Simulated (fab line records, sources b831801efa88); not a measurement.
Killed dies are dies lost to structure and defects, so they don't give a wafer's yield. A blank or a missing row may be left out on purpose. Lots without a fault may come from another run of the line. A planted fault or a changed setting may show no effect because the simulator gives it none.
Which tool did it? | flow gf180mcu | 13 lots, 39 wafers sampled, at 3 steps of a route of 602

WHAT THE GAUGES READ, wafer by wafer
GF_NSD_OVL_MEAS_08. Usual: NSD_OVL -2.0 nm, standard deviation 1.3.
lot  | measured     | on         | NSD_OVL (nm)   | flag
L349 | day 13 16:56 | overlay-01 | -1.7 -2.7 -1.2 |
L350 | day 13 21:47 | overlay-01 | -2.2 -2.0 -2.9 |
L353 | day 15 01:25 | overlay-01 | -2.3 -2.4 -1.2 |
L355 | day 15 16:17 | overlay-02 | -0.3 0.4 -0.4  |
L356 | day 15 21:22 | overlay-01 | -4.1 -3.6 -2.8 |
L357 | day 16 05:47 | overlay-02 | -1.1 -2.3 -1.6 |
L358 | day 16 19:16 | overlay-02 | -0.6 -0.9 0.6  |
L361 | day 17 14:47 | overlay-01 | -1.3 -2.2 -1.0 |
L363 | day 18 10:11 | overlay-01 | -2.5 -1.4 -3.0 |
L366 | day 19 13:24 | overlay-01 | -3.2 -3.1 -3.3 |
L368 | day 20 17:59 | overlay-01 | -4.9 -4.7 -3.4 |
L370 | day 20 19:25 | overlay-01 | -2.3 -1.1 -2.1 |
L371 | day 21 05:23 | overlay-01 | -2.3 -3.0 -1.5 |

WHICH TOOL RAN EACH LOT (tool, then ch and the chambers of the sampled wafers, then the start)
lot  | GF_LVPWELL_COAT_02               | GF_LVPWELL_STRIP_10
L349 | litho_track-01 ch 0, day 3 19:16 | plasma_asher-02 ch 0, day 4 02:15
L350 | litho_track-01 ch 0, day 4 01:14 | plasma_asher-03 ch 0,1, day 4 09:03
L353 | litho_track-03 ch 0, day 4 20:07 | plasma_asher-01 ch 0,1, day 5 04:09
L355 | litho_track-03 ch 0, day 5 05:07 | plasma_asher-01 ch 0,1, day 5 12:48
L356 | litho_track-01 ch 0, day 5 10:37 | plasma_asher-01 ch 0,1, day 5 18:07
L357 | litho_track-03 ch 0, day 5 15:58 | plasma_asher-03 ch 0,1, day 5 23:45
L358 | litho_track-01 ch 0, day 6 00:04 | plasma_asher-02 ch 0,1, day 6 08:20
L361 | litho_track-01 ch 0, day 6 12:46 | plasma_asher-03 ch 0, day 6 20:48
L363 | litho_track-01 ch 0, day 7 02:04 | plasma_asher-02 ch 0,1, day 7 10:03
L366 | litho_track-01 ch 0, day 7 19:07 | plasma_asher-03 ch 0,1, day 8 02:56
L368 | litho_track-02 ch 0, day 8 04:34 | plasma_asher-02 ch 0,1, day 8 13:17
L370 | litho_track-03 ch 0, day 8 14:52 | plasma_asher-03 ch 0,1, day 8 23:30
L371 | litho_track-02 ch 0, day 8 22:07 | plasma_asher-01 ch 0,1, day 9 06:29
- GF_LVPWELL_COAT_02: resist thk 3000 nm.
- GF_LVPWELL_STRIP_10: strips in O2/N2.

WHAT THE TOOLS THEMSELVES READ (means of the sampled wafers that have a number; where no wafer has one, the mark that the record gives instead)
GF_LVPWELL_STRIP_10. Usual: drypump_motor_current_A 5.6 A, standard deviation 0.35; heater_power_w 356 W, standard deviation 32; oes_product_au 0.722 a.u., standard deviation 0.0045; strip_time_to_endpoint_s 36.94 s, standard deviation 0.088.
lot  | tool            | drypump_motor_current_A (A) | heater_power_w (W) | oes_product_au (a.u.) | strip_time_to_endpoint_s (s) | flag
L349 | plasma_asher-02 | 6.1                         | 324                | 0.722                 | 36.89                        |
L350 | plasma_asher-03 | 5.4                         | 411                | 0.718                 | 36.95                        |
L353 | plasma_asher-01 | 5.3                         | 328                | 0.720                 | 36.92                        |
L355 | plasma_asher-01 | 5.7                         | 343                | 0.722                 | 36.80                        |
L356 | plasma_asher-01 | 5.7                         | 345                | 0.722                 | 36.91                        |
L357 | plasma_asher-03 | 5.6                         | 378                | 0.722                 | 37.00                        |
L358 | plasma_asher-02 | 5.8                         | 327                | 0.718                 | 36.94                        |
L361 | plasma_asher-03 | 5.3                         | 391                | 0.723                 | 36.94                        |
L363 | plasma_asher-02 | 5.9                         | 325                | 0.725                 | 36.74                        |
L366 | plasma_asher-03 | 5.6                         | 377                | 0.723                 | 37.82                        | OFF
L368 | plasma_asher-02 | 5.7                         | 325                | 0.724                 | 36.95                        |
L370 | plasma_asher-03 | 5.4                         | 388                | 0.722                 | 36.94                        |
L371 | plasma_asher-01 | 5.4                         | 337                | 0.719                 | 36.91                        |

THE ANSWER, worked out from the rows above alone
Rule: a lot is off if the mean of its wafers that have a number lies more than 3 standard deviations from the usual mean. A lot without any number at a reading at which 4 lots or more have one is off too. The other lots that the step has rows for count as sound. The gauges are gone through in route order, then the tools' own readings, and for those a lot's mean is taken as printed above. The first step at which some lot is off is used, and at that step the reading that is off furthest; a lot without a number counts as furthest.
Off: L366, at GF_LVPWELL_STRIP_10 (strip_time_to_endpoint_s).
A tool fits if, at that step or a process step before it, it ran every lot that is off, and no sound lot after the first of them. One fits: litho_track-01 at GF_LVPWELL_COAT_02. Its last sound lot is L363 (day 7 02:04), its first lot that is off L366 (day 7 19:07): a fault that began between those two fits.

WHAT THE SIMULATOR HAD PUT IN
Process parameter drift: litho_track-01, from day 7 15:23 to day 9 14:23, at GF_LVPWELL_COAT_02. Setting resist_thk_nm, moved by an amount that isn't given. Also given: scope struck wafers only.
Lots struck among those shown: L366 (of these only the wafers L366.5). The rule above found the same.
